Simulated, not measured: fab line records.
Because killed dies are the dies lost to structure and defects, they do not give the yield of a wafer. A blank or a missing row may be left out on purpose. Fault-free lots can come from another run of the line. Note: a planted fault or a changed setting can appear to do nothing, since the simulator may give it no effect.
Which of the tools did it? / flow gf180mcu / 12 lots (35 wafers sampled), 1 step of a 602-step route

WHAT THE GAUGES SHOWED, per wafer
GF_VT_IMPLANT_TW_MEAS_21.
lot=L736; measured=day 6 06:22; on=filmMetro-04; VT_IMPLANT_2_TW=1243 1247 1241
lot=L737; measured=day 6 12:29; on=filmMetro-04; VT_IMPLANT_2_TW=1235 1237 1236
lot=L738; measured=day 6 16:49; on=filmMetro-02; VT_IMPLANT_2_TW=1208 1210 1212
lot=L739; measured=day 6 19:09; on=filmMetro-02; VT_IMPLANT_2_TW=1215 1212 1206
lot=L740; measured=day 7 08:31; on=filmMetro-02; VT_IMPLANT_2_TW=1204 1210 1204
lot=L744; measured=day 8 14:52; on=filmMetro-01; VT_IMPLANT_2_TW=1197 1195 1196
lot=L746; measured=day 9 01:49; on=filmMetro-02; VT_IMPLANT_2_TW=1209 1211 1212
lot=L749; measured=day 9 17:05; on=filmMetro-04; VT_IMPLANT_2_TW=1227 1228 1232
lot=L753; measured=day 10 22:17; on=filmMetro-02; VT_IMPLANT_2_TW=1197 1197 1199
lot=L756; measured=day 11 09:46; on=filmMetro-02; VT_IMPLANT_2_TW=1207 1215
lot=L758; measured=day 12 06:02; on=filmMetro-01; VT_IMPLANT_2_TW=1198 1203 1204
lot=L759; measured=day 12 07:37; on=filmMetro-01; VT_IMPLANT_2_TW=1196 1197 1199

TOOL THAT RAN EACH LOT (tool first, then ch and the chambers of the sampled wafers, then the start)
No process step before these readings appears in the record.

AS READ BY THE TOOLS THEMSELVES (means over the sampled wafers that have a number; for cases with no such wafer, the mark the record gives instead)
The record holds no such reading with a usual standard deviation.

THE ANSWER, worked out from the rows above alone
Rule: what is usual is taken from the lots themselves. The widest of any qualifying gaps counts: lots, ordered by their means at a reading, are off when they make up no more than a third of the lots, leave a main group of 4 or more, and stand apart from it by 3 or more times the standard deviation of that group's means. If all means in a main group match to the digits the tables above print for the reading, that group is not used. A lot without any number at a reading at which 4 lots or more have one is off too. Any other lot the step has rows for is counted as sound. The gauges are gone through in route order, then the tools' own readings, and for those a lot's mean is taken as printed above. The first step at which some lot is off is used, and at that step the reading that is off furthest; a lot without a number counts as furthest.
No lot is off at any reading shown: from this, nothing can be told.

WHAT WAS PUT IN BY THE SIMULATOR
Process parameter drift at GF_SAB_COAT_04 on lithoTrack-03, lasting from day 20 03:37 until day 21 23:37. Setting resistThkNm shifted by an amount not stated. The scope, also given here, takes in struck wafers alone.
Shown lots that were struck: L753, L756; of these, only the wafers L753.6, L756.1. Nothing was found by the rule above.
